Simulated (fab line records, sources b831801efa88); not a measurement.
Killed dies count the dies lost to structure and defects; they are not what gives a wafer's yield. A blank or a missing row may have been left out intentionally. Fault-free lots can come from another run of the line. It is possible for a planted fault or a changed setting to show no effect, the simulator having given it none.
Struck lot and sound lot, side by side | flow sky130 | 35 out of 708 route steps
Sound: the wafers L408.1, L408.5, L408.6. Struck: wafers L415.1, L415.5, L415.6. The cause is named last.
For every step that has rows: the tool of each side, followed by ch and its chambers, followed by its first start. Under that, the readings that differ: sound wafers | struck wafers | difference of the means | sigmas: that difference in standard deviations of wafers without a fault.
alike: words and numbers the same on both sides, and readings whose means are apart by under 2 such deviations; not compared: readings that were withheld, readings missing a value for some wafer, numbers with overlapping values and no deviation given by the record, and bounds like >300 which may hide the same value.
The two part at a step that has a row with sigmas, a row that says differs or no value, or rows on one side only. Numbers that don't overlap but have no deviation are shown without sigmas and don't part them. Lack of a reading on every wafer of one side parts them only where that side has two or more wafers.

SKY_SD_P_CD_MEAS_07: target cd 380 nm.
  sound: cd sem-02 at day 26 03:26; struck: cd sem-02 at day 29 04:38
  reading    | sound             | struck            | difference | sigmas
  cd nm (nm) | 377.3 379.7 377.1 | 384.2 384.4 384.7 | +6.4       | +2
SKY_SD_P_OVL_MEAS_08:
  sound: overlay-01 at day 26 03:33; struck: overlay-02 at day 29 04:45
  alike: SD_P_OVL
next, for these wafers, 1 step has no rows: SKY_SD_P_IMPLANT_09.
SKY_SD_P_STRIP_10: strips in O2/N2.
  sound on plasma asher-02 ch 0,1, day 26 03:44; struck on plasma asher-03 ch 0,1, day 29 04:56
  reading                      | sound             | struck            | difference | sigmas
  o2 flow sccm (sccm)          | 2987 2990 2996    | 3011 3012 3006    | +19        | +2
  strip time to endpoint s (s) | 17.50 17.46 17.49 | 17.59 17.56 17.55 | +0.08      | +2
  alike: drypump motor current A, oes product au
  not compared: rf hours counter h
SKY_SD_P_TW_MEAS_11:
  sound: film metro-02 at day 26 03:50; struck: film metro-03 at day 29 05:02
  alike: SD_P_TW
then, 7 steps without rows for these wafers: SKY_RES_XHIGH_DEHYDRATE_00 (time 60 s); SKY_RES_XHIGH_HMDS_01 (prime time 60 s); SKY_RES_XHIGH_COAT_02 (resist thk 1140 nm); SKY_RES_XHIGH_SOFTBAKE_03 (time 60 s); SKY_RES_XHIGH_EXPOSE_04 (exposes mask URPM, target cd 1270 nm); SKY_RES_XHIGH_PEB_05; SKY_RES_XHIGH_DEVELOP_06 (develop time 60 s).
SKY_RES_XHIGH_IMPLANT_07:
  sound on implanter-02 ch 0, day 27 08:22; struck on implanter-03 ch 0, day 30 08:25
  reading            | sound                       | struck                       | difference | sigmas
  dose ions cm2      | 3.601e+14 3.6e+14 3.596e+14 | 4.011e+14 4.015e+14 4.02e+14 | +4.163e+13 | +91
  faraday current uA | 505 491 496                 | 619 623 637                  | +129       | +2
SKY_RES_XHIGH_STRIP_08: strips in O2/N2.
  sound on plasma asher-03 ch 0,1, day 27 08:31; struck on plasma asher-02 ch 0,1, day 30 08:34
  reading                      | sound             | struck            | difference | sigmas
  o2 flow sccm (sccm)          | 3009 3010 3011    | 2987 2995 2987    | -20        | -2
  strip time to endpoint s (s) | 14.31 14.27 14.26 | 14.40 14.43 14.47 | +0.15      | +4
  alike: drypump motor current A, oes product au
  not compared: rf hours counter h
SKY_RES_XHIGH_TW_MEAS_09:
  sound: film metro-03 at day 27 08:37; struck: film metro-02 at day 30 08:40
  reading      | sound          | struck         | difference | sigmas
  RES_XHIGH_TW | 1639 1627 1628 | 1692 1696 1707 | +67        | +5
then, 7 steps without rows for these wafers: SKY_SD_N_DEHYDRATE_00 (time 60 s); SKY_SD_N_HMDS_01 (prime time 60 s); SKY_SD_N_COAT_02 (resist thk 1140 nm); SKY_SD_N_SOFTBAKE_03 (time 60 s); SKY_SD_N_EXPOSE_04 (exposes mask NSDM, target cd 380 nm); SKY_SD_N_PEB_05; SKY_SD_N_DEVELOP_06 (develop time 60 s).
SKY_SD_N_CD_MEAS_07: target cd 380 nm.
  sound: cd sem-01 at day 28 12:56; struck: cd sem-01 at day 31 11:29
  alike: cd nm
SKY_SD_N_OVL_MEAS_08:
  sound: overlay-01 at day 28 13:03; struck: overlay-02 at day 31 11:37
  alike: SD_N_OVL
then, 2 steps without rows for these wafers: SKY_SD_N_IMPLANT_09; SKY_SD_N_IMPLANT_10.
SKY_SD_N_STRIP_11: strips in O2/N2.
  sound on plasma asher-03 ch 0,1, day 28 13:23; struck on plasma asher-04 ch 0,1, day 31 11:56
  alike: drypump motor current A, o2 flow sccm, oes product au, strip time to endpoint s
  not compared: rf hours counter h
SKY_SD_N_TW_MEAS_12:
  sound: film metro-02 at day 28 13:29; struck: film metro-03 at day 31 12:02
  alike: SD_N_TW
then, 1 step without rows for these wafers: SKY_SD_N_CLEAN_13 (cleans in SC1/SC2, time 150 s).
SKY_SD_N_RTA_14: time 2 s.
  sound on rtp anneal-02 ch 0, day 28 13:36; struck on rtp anneal-02 ch 0, day 31 12:09
  alike: anneal temp c max, lamp power pct, ramp down c per s, wafer_temp_C_max
SKY_SD_N_RS_MEAS_16: the measuring method here is four-point-probe.
  sound: film metro-02 at day 28 13:47; struck: film metro-04 at day 31 12:19
  alike: SD_N_RS
SKY_SD_N_RS_MEAS_17: the measuring method here is four-point-probe.
  sound: film metro-02 at day 28 13:54; struck: film metro-04 at day 31 12:26
  alike: SD_P_RS
SKY_SD_N_RS_MEAS_18: the measuring method here is four-point-probe.
  sound: film metro-02 at day 28 14:01; struck: film metro-04 at day 31 12:34
  reading               | sound             | struck            | difference | sigmas
  RES_XHIGH_RS (ohm/sq) | 332.8 334.4 333.6 | 305.4 305.7 303.8 | -28.6      | -26
then, 1 step without rows for these wafers: SKY_SALICIDE_CLEAN_00 (cleans in HF-last, time 30 s).
-- the record jumps here: 17 days lie between the struck wafers' starts before and after (it left off in module SALICIDE and takes up again in module PAD_OPEN, whose first step shown is number 708 of the route) --
SKY_PAD_OPEN_PROBE_99:
  sound: prober-01 at day 46 05:09; struck: prober-01 at day 48 10:37
  reading                              | sound          | struck         | difference | sigmas
  model.etest.res xhigh po.line ohm um | 5945 5670 5620 | 4738 4694 4713 | -1030      |
  model.etest.res xhigh po.rs ohm sq   | 2056 1976 1978 | 1634 1620 1639 | -372       |
  alike: killed_at_M0_to_M3, killed_at_M4_up, killed at contacts, killed at front end, killed at other, killed dies, killed open, killed short

== WHERE THEY PART ==
At SKY_SD_P_CD_MEAS_07 first; at SKY_SD_N_RS_MEAS_18 last (within this record only). Later steps at which nothing parts them and some readings are alike: SKY_PAD_OPEN_PROBE_99.

WHY: the cause the simulator had injected
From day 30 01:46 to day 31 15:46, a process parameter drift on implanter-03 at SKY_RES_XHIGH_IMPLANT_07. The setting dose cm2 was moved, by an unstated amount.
